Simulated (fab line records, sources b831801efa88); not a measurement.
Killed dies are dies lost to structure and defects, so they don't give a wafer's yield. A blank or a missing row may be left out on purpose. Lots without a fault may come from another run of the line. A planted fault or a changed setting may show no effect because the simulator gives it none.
fab line records | flow gf180mcu
record lots=12 wafers=36 last_day=34
route steps=602 shown DUAL_GATE@152 HV_LDD@204 SALICIDE@282 M1@332
lots that met no fault: from a run of the same line without faults
start_h: hours from the record's first day to the start of the lot's first wafer shown | wait_h: hours since the lot's step before | " the same as in the row above | L1.1+2: a row that stands for several wafers | - no value, or no start given | * or withheld: withheld | < > ~ a bound
route shown NAME@n: a module of which the file shows steps, and the number in the route of the first | usual: mean/standard deviation of fault-free wafers | same: alike in all rows | chamber/n: place in a boat | sites: the reading at each site | _std_site: their standard deviation | _edge_site: outer sites' mean less inner sites' | radius_mm: how far each site lies from the wafer's centre | mask NAME#n: copy n | behind: the tool/chamber that last shaped the wafer | hold: why the lot was held/for how many hours/how that ended | device: the transistor (n, p or np) that didn't switch | end of line: the same wafers' tests at the end of the route | a step without rows: its recipe alone | killed: dies lost to structure and defects at the first sort, not the wafer's yield | map: a wafer's dies, x killed, . not, _ none there
set.NAME: the setting as run; set.NAME@STEP: as run at that earlier step | model.NAME: the simulator's own value behind a step, which no gauge read
steps of the route over a sample of lots; a table a step, a row a wafer
services: from which hour (start_h, from the record's first day; less than 0 if before it) a tool's chamber was out of use, for how many hours, and why
## steps
# step GF_DUAL_GATE_OVL_MEAS_11
# usual DUAL_GATE_OVL=0.7/1.3
# columns lot.wafer tool chamber start_h wait_h DUAL_GATE_OVL[nm]
L238.1 overlay-01 - 180.43 0.1 0.9
L238.2 " - " " 0.5
L238.4 " - " " -0.8
L239.2 overlay-02 - 186.44 0.1 3.6
L239.4 " - " " 0.7
L239.6 " - " " 1.2
L240.3 overlay-02 - 187.63 0.1 1.9
L240.5 " - " " 0.3
L240.6 " - " " 1.4
L241.2 overlay-02 - 195.75 0.1 -0.3
L241.3 " - " " -0.4
L241.6 " - " " -1.1
L242.1 overlay-02 - 200.89 0.1 1.6
L242.2 " - " " 2.0
L242.5 " - " " 0.4
L245.1 overlay-02 - 229.89 0.1 2.8
L245.4 " - " " -1.5
L245.5 " - " " -0.3
L252.2 overlay-02 - 271.65 0.1 -0.2
L252.4 " - " " 1.1
L252.6 " - " " 0.4
L254.1 overlay-02 - 281.19 0.1 -0.6
L254.2 " - " " 0.2
L254.6 " - " " 0.3
L255.4 overlay-02 - 289.91 0.1 -1.0
L255.5 " - " " 0.3
L255.6 " - " " -0.2
L256.1 overlay-01 - 296.17 0.1 -0.1
L256.3 " - " " -0.1
L256.6 " - " " 0.3
L257.3 overlay-02 - 302.18 0.1 3.8
L257.4 " - " " 2.3
L257.5 " - " " 2.7
L260.1 overlay-02 - 321.97 0.1 0.0
L260.3 " - " " -0.7
L260.4 " - " " -0.9
# step GF_HV_LDD_EXPOSE_28
# recipe mask_id=Nplus_HV_AREA target_cd_nm=400 na=0.6 source_shape=conventional sigma_outer=0.6 dose_mj=140
# columns lot.wafer tool chamber start_h wait_h mask
L238.1+2+4 iline_stepper-01 0 245.80 - Nplus_HV_AREA#0
L239.2+4+6 iline_stepper-01 0 252.15 - Nplus_HV_AREA#0
L240.3+5+6 iline_stepper-01 0 253.42 - Nplus_HV_AREA#0
L241.2+3+6 iline_stepper-01 0 267.25 - Nplus_HV_AREA#0
L242.1+2+5 iline_stepper-01 0 272.98 - Pplus_LV_AREA#0
L245.1+4+5 iline_stepper-01 0 301.68 - Nplus_HV_AREA#0
L252.2+4+6 iline_stepper-01 0 347.33 - Nplus_HV_AREA#0
L254.1+2+6 iline_stepper-02 0 360.48 - Nplus_HV_AREA#0
L255.4+5+6 iline_stepper-01 0 368.71 - Nplus_HV_AREA#0
L256.1+3+6 iline_stepper-02 0 374.81 - Nplus_HV_AREA#0
L257.3+4+5 iline_stepper-01 0 381.54 - Nplus_HV_AREA#0
L260.1+3+4 iline_stepper-01 0 404.88 - Nplus_HV_AREA#0
# step GF_HV_LDD_CD_MEAS_31
# recipe target_cd_nm=400
# usual cd_nm=399.0/2.5
# columns lot.wafer tool chamber start_h wait_h cd_nm
L238.1 cd_sem-02 - 254.74 0.1 402.8
L238.2 " - " " 401.4
L238.4 " - " " 401.7
L239.2 cd_sem-02 - 260.60 0.1 395.9
L239.4 " - " " 398.8
L239.6 " - " " 399.4
L240.3 cd_sem-02 - 262.23 0.1 400.2
L240.5 " - " " 397.2
L240.6 " - " " 398.5
L241.2 cd_sem-01 - 276.25 0.1 396.7
L241.3 " - " " 395.9
L241.6 " - " " 395.0
L242.1 cd_sem-02 - 282.38 0.1 -
L242.2 " - " " -
L242.5 " - " " -
L245.1 cd_sem-02 - 311.48 0.1 396.9
L245.4 " - " " 395.9
L245.5 " - " " 394.6
L252.2 cd_sem-02 - 357.75 0.1 395.5
L252.4 " - " " 396.8
L252.6 " - " " 398.2
L254.1 cd_sem-01 - 370.93 0.1 398.9
L254.2 " - " " 398.8
L254.6 " - " " 400.2
L255.4 cd_sem-01 - 378.94 0.1 399.1
L255.5 " - " " 397.3
L255.6 " - " " 399.6
L256.1 cd_sem-02 - 385.08 0.1 397.4
L256.3 " - " " 395.4
L256.6 " - " " 396.6
L257.3 cd_sem-01 - 392.33 0.1 397.8
L257.4 " - " " 398.0
L257.5 " - " " 397.1
L260.1 cd_sem-02 - 416.33 0.1 403.3
L260.3 " - " " 402.7
L260.4 " - " " 404.5
# step GF_HV_LDD_TW_MEAS_38
# usual HV_LDD_3_TW=1426/13
# columns lot.wafer tool chamber start_h wait_h hold HV_LDD_3_TW
L238.1 film_metro-01 - 255.60 0.1 - 1426
L238.2 " - " " - 1427
L238.4 " - " " - 1417
L239.2 film_metro-01 - 261.45 0.1 - 1421
L239.4 " - " " - 1426
L239.6 " - " " - 1422
L240.3 film_metro-02 - 263.07 0.1 - 1441
L240.5 " - " " - 1440
L240.6 " - " " - 1447
L241.2 film_metro-01 - 277.10 0.1 - 1429
L241.3 " - " " - 1430
L241.6 " - " " - 1426
L242.1 film_metro-04 - 283.23 0.1 await_dispo/0.2h/release 30
L242.2 " - " " await_dispo/0.2h/release 30
L242.5 " - " " await_dispo/0.2h/release 30
L242.1 film_metro-04 - 283.46 0.2 - 30
L242.2 " - " " - 30
L242.5 " - " " - 30
L245.1 film_metro-02 - 312.34 0.1 - 1439
L245.4 " - " " - 1436
L245.5 " - " " - 1437
L252.2 film_metro-01 - 358.59 0.1 - 1425
L252.4 " - " " - 1433
L252.6 " - " " - 1432
L254.1 film_metro-04 - 371.78 0.1 - 1402
L254.2 " - " " - 1412
L254.6 " - " " - 1408
L255.4 film_metro-04 - 379.76 0.1 - 1410
L255.5 " - " " - 1405
L255.6 " - " " - 1414
L256.1 film_metro-02 - 385.94 0.1 - 1444
L256.3 " - " " - 1444
L256.6 " - " " - 1442
L257.3 film_metro-01 - 393.16 0.1 - 1432
L257.4 " - " " - 1433
L257.5 " - " " - 1433
L260.1 film_metro-02 - 417.19 0.1 - 1443
L260.3 " - " " - 1445
L260.4 " - " " - 1446
# step GF_SALICIDE_RS_MEAS_04
# recipe thk_meas_gauge=four-point-probe reads=TiN_of_SALICIDE_SPUTTER_03+Co_of_SALICIDE_SPUTTER_02
# usual SALICIDE_TIN_RS=16.4/0.4
# columns lot.wafer tool chamber start_h wait_h SALICIDE_TIN_RS[ohm/sq]
L238.1 film_metro-03 - 338.25 0.0 16.4
L238.2 " - " " 16.7
L238.4 " - " " 16.5
L239.2 film_metro-03 - 347.04 0.0 17.1
L239.4 " - " " 16.9
L239.6 " - " " 17.1
L240.3 film_metro-04 - 349.33 0.1 15.6
L240.5 " - " " 15.8
L240.6 " - " " 16.5
L241.2 film_metro-04 - 362.65 0.0 16.4
L241.3 " - " " 16.6
L241.6 " - " " 16.7
L245.1 film_metro-04 - 401.69 0.0 16.3
L245.4 " - " " 16.4
L245.5 " - " " 16.3
L252.2 film_metro-04 - 462.12 0.0 16.8
L252.4 " - " " 16.9
L252.6 " - " " 16.9
L254.1 film_metro-03 - 472.15 0.0 16.7
L254.2 " - " " 16.6
L254.6 " - " " 16.3
L255.4 film_metro-03 - 482.45 0.1 16.6
L255.5 " - " " 16.6
L255.6 " - " " 16.9
L256.1 film_metro-01 - 489.25 0.0 15.6
L256.3 " - " " 16.1
L256.6 " - " " 15.6
L257.3 film_metro-03 - 497.04 0.1 16.9
L257.4 " - " " 16.5
L257.5 " - " " 16.2
L260.1 film_metro-03 - 519.74 0.0 16.2
L260.3 " - " " 16.5
L260.4 " - " " 15.9
# step GF_M1_STRIP_17
# recipe chemistry=O2/N2 power_w=1400 pressure_mtorr=1500 platen_temp_c=250 o2_flow_sccm=3000 n2_flow_sccm=300 overash_fraction=0.5
# usual drypump_motor_current_A=5.7/0.47 heater_power_w=327/23 oes_product_au=0.550/0.005 platen_temp_c=250.02/0.19 strip_time_to_endpoint_s=7.69/0.048
# columns lot.wafer tool chamber start_h wait_h drypump_motor_current_A heater_power_w oes_product_au platen_temp_c rf_hours_counter_h strip_time_to_endpoint_s
L238.1 plasma_asher-01 1 383.90 0.1 5.0 346 0.552 249.83 78 7.69
L238.2 " 0 " " 5.6 331 0.549 250.30 78 7.64
L238.4 " 0 " " 5.6 332 0.544 250.17 - 7.70
L239.2 plasma_asher-02 0 393.43 0.1 5.4 313 0.557 249.73 62 7.73
L239.4 " 0 " " 5.4 304 0.552 249.92 - 7.76
L239.6 " 1 " " 6.6 353 0.548 249.99 - 7.66
L240.3 plasma_asher-02 1 395.98 0.1 6.6 361 0.556 250.53 - 7.68
L240.5 " 0 " " 5.5 310 0.549 250.15 - 7.69
L240.6 " 1 " " 6.6 366 0.553 250.24 - 7.73
L241.2 plasma_asher-01 1 409.48 0.1 5.0 356 0.555 249.96 80 7.65
L241.3 " 0 " " 5.6 337 0.555 249.90 - 7.60
L241.6 " 0 " " 5.5 335 0.557 250.02 - 7.68
L245.1 plasma_asher-03 1 453.11 0.2 6.1 312 0.541 250.32 35 7.60
L245.4 " 0 " " 5.7 312 0.549 249.83 - 7.60
L245.5 " 1 " " 6.1 310 0.541 249.83 - 7.56
L252.2 plasma_asher-01 1 513.90 0.1 5.0 361 0.553 249.97 9 7.62
L252.4 " 0 " " 5.6 315 0.547 249.80 - 7.65
L252.6 " 0 " " 5.6 308 0.550 249.64 - 7.66
L254.1 plasma_asher-02 1 523.91 0.2 6.6 366 0.548 249.76 77 7.66
L254.2 " 0 " " 5.5 309 0.554 250.05 77 7.69
L254.6 " 0 " " 5.5 303 0.549 250.12 - 7.69
L255.4 plasma_asher-03 0 532.09 0.1 5.7 318 0.549 250.13 - 7.75
L255.5 " 0 " " 5.7 311 0.550 250.19 - 7.70
L255.6 " 1 " " 6.0 294 0.548 249.92 - 7.76
L256.1 plasma_asher-03 0 538.83 0.1 5.7 309 0.555 249.92 44 7.75
L256.3 " 1 " " 6.0 303 0.547 250.19 - 7.71
L256.6 " 0 " " 5.7 314 0.555 249.67 - 7.70
L257.3 plasma_asher-01 0 546.23 0.1 5.6 320 0.554 249.81 - 7.69
L257.4 " 1 " " 5.0 352 0.548 249.72 - 7.70
L257.5 " 0 " " 5.6 313 0.552 249.70 - 7.68
L260.1 plasma_asher-01 1 568.36 0.2 5.0 354 0.552 250.00 15 7.69
L260.3 " 1 " " 5.0 352 0.545 250.18 - 7.69
L260.4 " 0 " " 5.6 315 0.551 250.00 - 7.72
## services
# columns tool chamber start_h hours kind
plasma_asher-01 - 227.02 2.8 pm
iline_stepper-01 0 242.80 - calibration
iline_stepper-02 - 244.91 4.6 repair
iline_stepper-02 - 249.51 1.7 pm
plasma_asher-02 - 268.61 14.6 pm
plasma_asher-02 - 290.23 1.8 repair
iline_stepper-02 0 316.51 - calibration
plasma_asher-03 - 333.33 1.5 repair
plasma_asher-02 - 345.25 38.7 pm
iline_stepper-01 - 363.84 2.1 pm
iline_stepper-01 - 365.92 - consumable_replace:lamp
iline_stepper-02 - 385.26 2.8 repair
iline_stepper-01 - 409.15 1.7 pm
plasma_asher-01 - 412.00 5.2 repair
plasma_asher-01 - 421.33 9.0 pm
plasma_asher-01 0 421.33 9.0 vent_cycle
plasma_asher-01 1 421.33 9.0 vent_cycle
plasma_asher-01 0 430.33 - clean
plasma_asher-01 1 430.33 - clean
iline_stepper-01 0 450.36 - calibration
iline_stepper-02 - 464.44 1.7 pm
iline_stepper-02 0 532.18 - calibration
## key
first_sign step=GF_HV_LDD_EXPOSE_28 reading=mask direction=changed
effect step=GF_HV_LDD_CD_MEAS_31 reading=cd_nm direction=missing
effect step=GF_HV_LDD_TW_MEAS_38 reading=visit direction=added
effect step=GF_HV_LDD_TW_MEAS_38 reading=HV_LDD_3_TW direction=down sigmas=99+ usual=1426 struck=30
met_at GF_HV_LDD_EXPOSE_28
struck_lots L242
scrapped_behind GF_HV_LDD_TW_MEAS_38 L242.1,L242.2,L242.5
not_acting_at GF_DUAL_GATE_OVL_MEAS_11,GF_SALICIDE_RS_MEAS_04,GF_M1_STRIP_17
onset_between 267.25 272.98
fault kind=wrong_mask tool=any chamber=- onset_h=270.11 steps=GF_HV_LDD_EXPOSE_28 aux_copy=Pplus_LV_AREA#0 scope=struck_lots_only
